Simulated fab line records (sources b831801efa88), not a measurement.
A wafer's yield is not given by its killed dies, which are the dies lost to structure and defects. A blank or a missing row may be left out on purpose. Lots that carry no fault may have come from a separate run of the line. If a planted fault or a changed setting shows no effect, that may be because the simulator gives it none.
Which of the tools did it? ; flow sky130 ; 42 wafers from 14 lots sampled at 3 of the route's 708 steps

## WHAT THE GAUGES SHOWED, per wafer
SKY_SONOS_ONO_OVL_MEAS_14. Usual: SONOS_ONO_OVL typically reads -0.5 nm, with standard deviation 1.6.
lot;measured;on;SONOS_ONO_OVL (nm);flag
L466;day 12 21:49;overlay-01;-3.4 -2.4 -3.0;
L469;day 13 21:57;overlay-01;-0.3 -1.7 -0.5;
L468;day 13 23:29;overlay-02;1.0 -0.4 0.4;
L470;day 14 03:49;overlay-02;3.4 3.6 2.6;
L472;day 14 20:47;overlay-02;-1.1 0.1 -1.5;
L473;day 15 01:39;overlay-02;1.1 -0.3 0.8;
L476;day 16 07:22;overlay-02;1.2 2.2 0.0;
L477;day 16 10:36;overlay-02;-0.9 0.7 0.1;
L478;day 16 14:29;overlay-02;1.1 2.2 -0.1;
L483;day 18 09:08;overlay-01;-1.3 -1.7 -0.1;
L485;day 18 23:58;overlay-01;-2.2 -2.9 -1.7;
L486;day 19 11:10;overlay-02;0.2 -3.2 -1.5;
L487;day 20 00:16;overlay-02;-0.2 0.8 -0.9;
L488;day 20 03:49;overlay-02;-0.6 -0.7 -1.6;

SKY_GATE_OXIDE_THK_MEAS_02. Usual: GATE_OXIDE_OXIDATION_00_THK typically reads 10.29 nm, with standard deviation 0.21.
lot;measured;on;GATE_OXIDE_OXIDATION_00_THK (nm);flag
L466;day 13 02:29;film metro-01;10.54 10.61 10.55;
L469;day 14 01:46;film metro-02;10.03 10.07 10.19;
L468;day 14 01:46;film metro-01;9.99 10.05 10.14;
L470;day 14 05:47;film metro-03;10.05 10.18 10.15;
L472;day 14 22:37;film metro-02;10.74 10.59 10.57;
L473;day 15 05:19;film metro-03;10.24 10.21 10.06;
L476;day 16 09:35;film metro-03;10.61 10.74 10.77;
L477;day 16 13:52;film metro-03;10.30 10.31 10.34;
L478;day 16 17:28;film metro-02;10.48 10.48 10.37;
L483;day 18 11:37;film metro-03;10.35 10.25 10.08;
L485;day 19 01:59;film metro-03;10.08 10.13 10.19;
L486;day 19 13:27;film metro-03;10.01 10.09 9.92;
L487;day 20 02:07;film metro-01;10.15 10.08 10.19;
L488;day 20 05:40;film metro-03;10.31 10.05 10.18;

SKY_POLY_GATE_THK_MEAS_04. Usual: POLY_GATE_CVD_03_THK typically reads 75.2 nm, with standard deviation 0.78.
lot;measured;on;POLY_GATE_CVD_03_THK (nm);flag
L466;day 15 15:50;film metro-02;74.2 74.7 74.5;
L469;day 16 12:40;film metro-01;74.7 74.3 74.2;
L468;day 16 14:01;film metro-01;74.8 75.5 75.5;
L470;day 16 19:24;film metro-01;74.4 74.0 74.1;
L472;day 17 12:32;film metro-01;75.3 76.1 75.8;
L473;day 17 21:25;film metro-02;75.4 74.3 74.9;
L476;day 19 01:12;film metro-04;75.1 75.6 75.7;
L477;day 19 07:20;film metro-01;75.4 75.3 76.2;
L478;day 19 10:53;film metro-01;75.0 75.0 74.7;
L483;day 21 07:55;film metro-04;75.4 76.0 75.5;
L485;day 21 22:14;film metro-02;74.5 74.8 75.9;
L486;day 22 08:14;film metro-04;76.6 76.7 76.5;
L487;day 22 23:43;film metro-02;75.4 75.2 75.1;
L488;day 23 02:48;film metro-04;73.7 73.7 74.3;

## WHICH TOOL RAN EACH LOT (tool, then ch and the chambers of the sampled wafers, then the start)
There is no process step in the record ahead of these readings.

## WHAT THE TOOLS THEMSELVES READ (means of the sampled wafers that have a number; where no wafer has one, the mark that the record gives instead)
The record holds no such reading with a usual standard deviation.

## THE ANSWER, worked out from the rows above alone
Rule: a lot is off if the mean of its wafers that have a number lies more than 3 standard deviations from the usual mean. A lot without any number at a reading at which 4 lots or more have one is off too. The other lots that the step has rows for count as sound. First the gauges in route order, then the tools' own readings, where a lot's mean is used as printed above. The first step at which some lot is off is used, and at that step the reading that is off furthest; a lot without a number counts as furthest.
No lot is off on any of the readings shown, so nothing can be concluded from this.

## WHAT THE SIMULATOR HAD INSERTED
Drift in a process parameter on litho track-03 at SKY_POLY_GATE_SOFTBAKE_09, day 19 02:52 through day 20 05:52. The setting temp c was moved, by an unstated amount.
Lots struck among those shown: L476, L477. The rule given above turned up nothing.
